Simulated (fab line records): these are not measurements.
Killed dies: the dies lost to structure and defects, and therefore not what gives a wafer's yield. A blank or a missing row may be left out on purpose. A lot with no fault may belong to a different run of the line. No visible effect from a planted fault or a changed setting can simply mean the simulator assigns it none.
fab line records	flow sky130
[record] lots = 12	wafers = 36	last-day = 50
route steps=708 shown LI_CONTACT@376 VIA3@589 METAL4@598 PASSIVATION@681 PAD_OPEN@708
lots untouched by any fault: they come from a run of this same line in which no faults occurred
start-h: start of the lot's first displayed wafer, in hours after the record's first day	wait-h: time in hours since the lot's previous step	" as in the row above	L1.1+2: a single row standing in for several wafers	- no value, or no start was given	* or withheld: withheld	< > ~ a bound
route shown NAME@n: names a module that has steps shown in the file, with the first one's number in the route	usual: mean and standard deviation over wafers with no fault	same: alike in all rows	chamber/n: place in a boat	sites: per-site readings	_std_site: the standard deviation of these	_edge_site: mean of outer sites minus mean of inner sites	radius-mm: for every site, how far away it sits from the centre of the wafer	mask NAME#n: copy n	behind: the last tool/chamber to shape the wafer	hold: the reason the lot was held/the length of the hold in hours/how it ended	device: names the non-switching transistor (n, p or np)	end of line: the tests these same wafers got at the end of their route	where a step has no rows: the recipe by itself	killed: dies that structure and defects cost at the first sort, which is not the same as the wafer's yield	map: per-die view of a wafer (x killed, . not killed, _ where there is no die)
set.NAME: the setting that was run; set.NAME@STEP: the one run at that earlier step	model.NAME: the simulator's own value behind a step, which no gauge read
the route's steps for a sample of lots (tables are steps, rows are wafers)
services: a tool's chamber out of use, with start hour (start-h, from the record's first day; less than 0 if before it), hours out, and reason
[[steps]]
[step SKY_LI_CONTACT_ETCH_14]
[recipe] chemistry = N2/H2	target = BARC	ion-energy-ev = 200	source-w = 500	bias-w = 100	pressure-mtorr = 30	n2-flow-sccm = 100	h2-flow-sccm = 200	stop-on = SiO2	time-s = 45.9	target-depth-a = 600
[usual] bias-w = 100.01/0.29	drypump-motor-current-A = 5.5/0.47	oes-product-au = 0.855/0.0048	throttle-valve-pct = 13.225/0.0093
lot.wafer	tool	chamber	start-h	wait-h	bias-w	drypump-motor-current-A	oes-product-au	rf-hours-counter-h	throttle-valve-pct
L621.4	rie-diel-03	3	677.37	0.0	100.18	6.6	0.852	15	13.221
L621.5	"	0	"	"	100.12	5.7	0.852	-	13.227
L621.6	"	1	"	"	99.54	6.2	0.856	-	13.211
L622.1	rie-diel-04	3	689.66	0.0	100.00	5.6	0.862	15	13.213
L622.2	"	0	"	"	100.01	4.9	0.858	16	13.239
L622.3	"	1	"	"	99.79	5.8	0.852	8	13.222
L624.2	rie-diel-02	3	720.47	0.0	100.05	5.0	0.856	4	13.223
L624.3	"	0	"	"	100.15	5.8	0.849	7	13.238
L624.5	"	2	"	"	100.05	5.6	0.855	-	13.216
L626.1	rie-diel-03	1	726.31	0.0	100.02	6.2	0.859	7	13.237
L626.2	"	0	"	"	100.42	5.7	0.851	9	13.226
L626.5	"	1	"	"	99.53	6.2	0.854	-	13.230
L630.1	rie-diel-02	0	754.47	0.0	99.45	5.7	0.858	8	13.238
L630.5	"	2	"	"	100.13	5.6	0.857	-	13.225
L630.6	"	3	"	"	100.12	5.0	0.855	-	13.227
L631.2	rie-diel-04	3	772.71	0.0	100.12	5.6	0.857	17	13.227
L631.3	"	2	"	"	100.51	4.9	0.861	4	13.223
L631.4	"	1	"	"	99.86	5.7	0.850	9	13.220
L632.1	rie-diel-02	0	779.81	0.0	100.17	5.7	0.856	9	13.225
L632.4	"	2	"	"	100.07	5.6	0.862	9	13.238
L632.6	"	0	"	"	99.87	5.7	0.861	-	13.221
L635.2	rie-diel-04	2	784.52	0.0	99.93	4.8	0.852	5	13.224
L635.4	"	1	"	"	100.13	5.8	0.855	9	13.224
L635.5	"	3	"	"	99.77	5.6	0.859	-	13.233
L634.2	rie-diel-04	0	790.61	0.0	99.81	4.9	0.863	18	13.230
L634.3	"	1	"	"	99.90	5.7	0.858	10	13.213
L634.4	"	3	"	"	100.31	5.6	0.869	17	13.243
L639.1	rie-diel-04	0	817.81	0.0	100.25	4.9	0.846	19	13.212
L639.2	"	2	"	"	99.88	4.9	0.845	6	13.215
L639.4	"	1	"	"	100.36	5.7	0.857	-	13.211
L642.3	rie-diel-02	0	841.71	0.0	100.23	5.7	0.864	11	13.225
L642.5	"	1	"	"	100.14	5.3	0.849	-	13.244
L642.6	"	0	"	"	100.59	5.7	0.853	-	13.230
L643.1	rie-diel-03	1	861.46	0.0	99.79	6.2	0.858	10	13.215
L643.3	"	0	"	"	99.94	5.8	0.859	13	13.227
L643.5	"	0	"	"	99.87	5.8	0.848	-	13.221
[step SKY_VIA3_STRIP_16]
[recipe] chemistry = O2/N2	power-w = 1400	pressure-mtorr = 1500	platen-temp-c = withheld	o2-flow-sccm = 3000	n2-flow-sccm = 300	overash-fraction = 0.5
[usual] drypump-motor-current-A = 5.9/0.46	oes-product-au = 0.403/0.0049	strip-time-to-endpoint-s = 4.134/0.027
lot.wafer	tool	chamber	start-h	wait-h	drypump-motor-current-A	oes-product-au	rf-hours-counter-h	strip-time-to-endpoint-s
L621.4	plasma-asher-04	1	929.30	0.0	6.6	0.402	-	4.119
L621.5	"	1	"	"	6.6	0.404	-	4.118
L621.6	"	0	"	"	5.3	0.410	-	4.144
L622.1	plasma-asher-02	0	941.91	0.0	5.9	0.404	18	4.198
L622.2	"	1	"	"	5.6	0.403	18	4.123
L622.3	"	1	"	"	5.6	0.406	-	4.122
L624.2	plasma-asher-02	0	966.11	0.0	5.9	0.404	20	4.143
L624.3	"	1	"	"	5.6	0.402	-	4.109
L624.5	"	0	"	"	5.9	0.402	-	4.165
L626.1	plasma-asher-04	0	972.94	0.0	5.3	0.399	84	4.178
L626.2	"	1	"	"	6.6	0.407	84	4.160
L626.5	"	1	"	"	6.6	0.398	-	4.152
L630.1	plasma-asher-04	1	995.97	0.0	6.6	0.411	86	4.151
L630.5	"	0	"	"	5.4	0.405	-	4.169
L630.6	"	1	"	"	6.7	0.400	-	4.142
L631.2	plasma-asher-02	1	1010.02	0.0	5.6	0.400	25	4.139
L631.3	"	1	"	"	5.6	0.399	-	4.124
L631.4	"	0	"	"	5.8	0.402	-	4.151
L632.1	plasma-asher-03	1	1019.09	0.0	5.7	0.404	118	4.129
L632.4	"	0	"	"	6.3	0.408	-	4.093
L632.6	"	1	"	"	5.7	0.407	-	4.137
L635.2	plasma-asher-02	0	1022.82	0.0	5.9	0.402	26	4.111
L635.4	"	0	"	"	5.8	0.397	-	4.101
L635.5	"	0	"	"	5.9	0.400	-	4.141
L634.2	plasma-asher-03	1	1026.26	0.0	5.7	0.406	118	4.132
L634.3	"	1	"	"	5.7	0.406	-	4.092
L634.4	"	0	"	"	6.3	0.395	-	4.109
L639.1	plasma-asher-03	0	1048.82	0.0	6.3	0.401	120	4.109
L639.2	"	1	"	"	5.7	0.404	120	4.125
L639.4	"	1	"	"	5.7	0.402	-	4.065
L642.3	plasma-asher-04	1	1070.73	0.1	6.6	0.400	-	4.109
L642.5	"	1	"	"	6.6	0.404	-	4.085
L642.6	"	0	"	"	5.3	0.399	-	4.149
L643.1	plasma-asher-04	0	1084.32	0.0	5.3	0.403	95	4.166
L643.3	"	0	"	"	5.3	0.397	-	4.153
L643.5	"	0	"	"	5.3	0.406	-	4.117
[step SKY_METAL4_SPUTTER_00]
[recipe] material = Ti	target-thk-nm = 15	power-w = 3000	time-s = 10	chamber-pressure-pa = 0.4
[usual] throttle-valve-pct = 30.6/1.1
lot.wafer	tool	chamber	start-h	wait-h	throttle-valve-pct
L621.4	pvd-sputter-03	-	930.52	0.1	29.1
L621.5	"	-	"	"	29.3
L621.6	"	-	"	"	28.9
L622.1	pvd-sputter-03	-	943.17	0.2	29.2
L622.2	"	-	"	"	29.3
L622.3	"	-	"	"	29.0
L624.2	pvd-sputter-04	-	967.52	0.1	30.2
L624.3	"	-	"	"	31.7
L624.5	"	-	"	"	32.6
L626.1	pvd-sputter-02	-	974.24	0.2	30.6
L626.2	"	-	"	"	30.3
L626.5	"	-	"	"	30.5
L630.1	pvd-sputter-02	-	997.56	0.1	30.7
L630.5	"	-	"	"	29.5
L630.6	"	-	"	"	30.5
L631.2	pvd-sputter-04	-	1011.50	0.2	32.6
L631.3	"	-	"	"	30.3
L631.4	"	-	"	"	31.5
L632.1	pvd-sputter-02	-	1020.35	0.2	31.8
L632.4	"	-	"	"	30.5
L632.6	"	-	"	"	30.7
L635.2	pvd-sputter-02	-	1024.08	0.2	30.6
L635.4	"	-	"	"	31.7
L635.5	"	-	"	"	29.4
L634.2	pvd-sputter-03	-	1027.59	0.1	29.2
L634.3	"	-	"	"	29.0
L634.4	"	-	"	"	29.5
L639.1	pvd-sputter-04	-	1050.21	0.2	32.6
L639.2	"	-	"	"	31.3
L639.4	"	-	"	"	30.1
L642.3	pvd-sputter-04	-	1071.95	0.2	31.2
L642.5	"	-	"	"	31.6
L642.6	"	-	"	"	32.8
L643.1	pvd-sputter-03	-	1085.91	0.2	29.2
L643.3	"	-	"	"	29.5
L643.5	"	-	"	"	29.1
[step SKY_PASSIVATION_CVD_00]
[recipe] material = SiO2	target-thk-nm = 90	temp-c = 400	time-s = withheld	rf-w = 600
[usual] heater-power-w = 629/84
lot.wafer	tool	chamber	start-h	wait-h	heater-power-w
L621.4	pecvd-03	2	1029.33	0.0	431
L621.5	"	0	"	"	625
L621.6	"	1	"	"	588
L622.1	pecvd-02	2	1039.01	0.0	748
L622.2	"	0	"	"	664
L622.3	"	2	"	"	743
L624.2	pecvd-02	2	1062.11	0.0	665
L624.3	"	0	"	"	541
L624.5	"	0	"	"	543
L626.1	pecvd-03	1	1068.81	0.0	568
L626.2	"	0	"	"	696
L626.5	"	2	"	"	465
L630.1	pecvd-01	0	1090.37	0.0	641
L630.5	"	2	"	"	743
L630.6	"	1	"	"	548
L631.2	pecvd-01	1	1101.72	0.0	546
L631.3	"	0	"	"	716
L631.4	"	0	"	"	758
L632.1	pecvd-02	2	1110.04	0.0	619
L632.4	"	0	"	"	639
L632.6	"	2	"	"	645
L635.2	pecvd-03	1	1114.07	0.0	608
L635.4	"	1	"	"	604
L635.5	"	0	"	"	751
L634.2	pecvd-03	0	1115.34	0.0	687
L634.3	"	2	"	"	543
L634.4	"	0	"	"	696
L639.1	pecvd-02	0	1136.88	0.0	631
L639.2	"	2	"	"	744
L639.4	"	0	"	"	623
L642.3	pecvd-03	1	1156.62	0.0	559
L642.5	"	1	"	"	543
L642.6	"	0	"	"	718
L643.1	pecvd-02	1	1166.31	0.0	574
L643.3	"	0	"	"	636
L643.5	"	2	"	"	711
[step SKY_PAD_OPEN_PROBE_99]
[usual] killed_at_M0_to_M3 = 42/6.4	killed_at_M4_up = 3.2/1.9	killed-at-contacts = 24/4.8	killed-at-front-end = 16/4.4	killed-at-other = 0.3/0.55	killed-dies = 86/8.6	killed-on-rim = 17/3.5	killed-open = 46/6.6	killed-short = 39/5.7
[same] gross-dies = 492	killed-at-back-side = 0
lot.wafer	tool	chamber	start-h	wait-h	killed_at_M0_to_M3	killed_at_M4_up	killed-at-contacts	killed-at-front-end	killed-at-other	killed-dies	killed-on-rim	killed-open	killed-short
L630.1	prober-01	-	1132.44	0.1	28	2	60	16	0	106	23	32	35
L630.5	prober-01	-	1132.64	0.2	30	1	68	21	1	121	31	31	39
L630.6	prober-01	-	1132.69	0.2	31	2	63	22	1	119	31	45	39
L632.1	prober-02	-	1150.48	0.1	35	3	62	15	0	115	28	52	27
L632.4	prober-02	-	1150.63	0.2	29	3	81	12	0	125	26	33	38
L632.6	prober-02	-	1150.73	0.2	38	2	63	19	0	122	29	43	40
// killed by level:class
L630.1 LI_CONTACT:unspecified=39 LI_CONTACT:geometric-particle:open=6 CONTACT:geometric-particle:open=6 VIA3:geometric-particle:open=5 FIELD_ISO:geometric-particle:short=4 VIA2:geometric-particle:open=4 METAL2:geometric-particle:short=4 FIELD_ISO:geometric-particle:open=3
L630.5 LI_CONTACT:unspecified=50 FIELD_ISO:geometric-particle:open=7 VIA2:geometric-particle:short=6 FIELD_ISO:geometric-particle:short=5 CONTACT:geometric-particle:open=5 LOCAL_INTERCONNECT:geometric-particle:short=4 CONTACT:geometric-particle:short=4 METAL1:geometric-particle:short=4
L630.6 LI_CONTACT:unspecified=33 CONTACT:geometric-particle:open=13 METAL2:geometric-particle:short=8 VIA1:geometric-particle:open=7 FIELD_ISO:geometric-particle:open=6 LI_CONTACT:geometric-particle:open=6 METAL1:geometric-particle:short=5 FIELD_ISO:geometric-particle:short=4
L632.1 LI_CONTACT:unspecified=36 CONTACT:geometric-particle:open=14 VIA2:geometric-particle:open=10 VIA1:geometric-particle:open=8 LI_CONTACT:geometric-particle:open=7 FIELD_ISO:geometric-particle:open=6 METAL1:geometric-particle:short=5 FIELD_ISO:geometric-particle:short=3
L632.4 LI_CONTACT:unspecified=54 VIA1:geometric-particle:open=8 CONTACT:geometric-particle:short=8 LI_CONTACT:geometric-particle:open=6 LOCAL_INTERCONNECT:geometric-particle:short=5 FIELD_ISO:geometric-particle:open=4 METAL3:geometric-particle:short=4 POLY_GATE:geometric-particle:short=3
L632.6 LI_CONTACT:unspecified=39 CONTACT:geometric-particle:open=10 VIA1:geometric-particle:open=9 VIA2:geometric-particle:open=8 FIELD_ISO:geometric-particle:short=7 VIA3:geometric-particle:open=6 LI_CONTACT:geometric-particle:open=5 LOCAL_INTERCONNECT:geometric-particle:short=5
[[services]]
tool	chamber	start-h	hours	kind
plasma-asher-04	-	653.97	2.2	repair
pvd-sputter-02	-	668.50	1.5	repair
plasma-asher-04	-	702.46	1.8	repair
rie-diel-04	1	717.12	14.5	repair
rie-diel-04	3	722.26	1.4	repair
pecvd-03	0	736.56	10.5	repair
pecvd-03	-	737.63	6.0	pm
rie-diel-04	-	796.02	0.2	repair
rie-diel-04	3	811.53	132.0	repair
pecvd-03	-	820.86	3.1	repair
pecvd-02	-	852.15	0.6	repair
pecvd-03	1	882.34	19.1	repair
pecvd-02	-	926.06	4.3	pm
rie-diel-04	3	963.90	4.3	repair
pecvd-02	1	991.03	3.8	repair
pecvd-02	1	1018.59	74.1	repair
pecvd-03	-	1052.05	2.8	pm
pecvd-02	2	1087.23	3.2	repair
rie-diel-04	-	1087.62	14.6	pm
pecvd-02	-	1093.59	2.2	repair
plasma-asher-04	-	1096.18	3.6	repair
pecvd-02	1	1104.66	13.2	repair
rie-diel-04	0	1120.42	1.2	repair
plasma-asher-04	-	1163.09	0.8	repair
[[key]]
[first-sign] step = SKY_PAD_OPEN_PROBE_99	reading = killed-at-contacts	direction = up	sigmas = 8.8	usual = 24	struck = 66
[effect] step = SKY_PAD_OPEN_PROBE_99	reading = killed-dies	direction = up	sigmas = 3.8	usual = 86	struck = 118
met-at SKY_LI_CONTACT_ETCH_14
struck-lots L630,L632
tester-left-out L630,L632
not-acting-at SKY_VIA3_STRIP_16,SKY_METAL4_SPUTTER_00,SKY_PASSIVATION_CVD_00
onset-between 720.47 754.47
[fault] kind = chamber-particle-source	tool = rie-diel-02	chamber = -	onset-h = 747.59	steps = SKY_LI_CONTACT_ETCH_14	rate-per-visit-cm2 = 1.4207	end-h = 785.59
// tester-left-out: of these lots the tester's yield and bins aren't shown, on N5 and GAA mostly nor the transistor test; their killed dies are dies lost to structure and defects alone, not to doping, threshold or leakage, so they don't give the yield
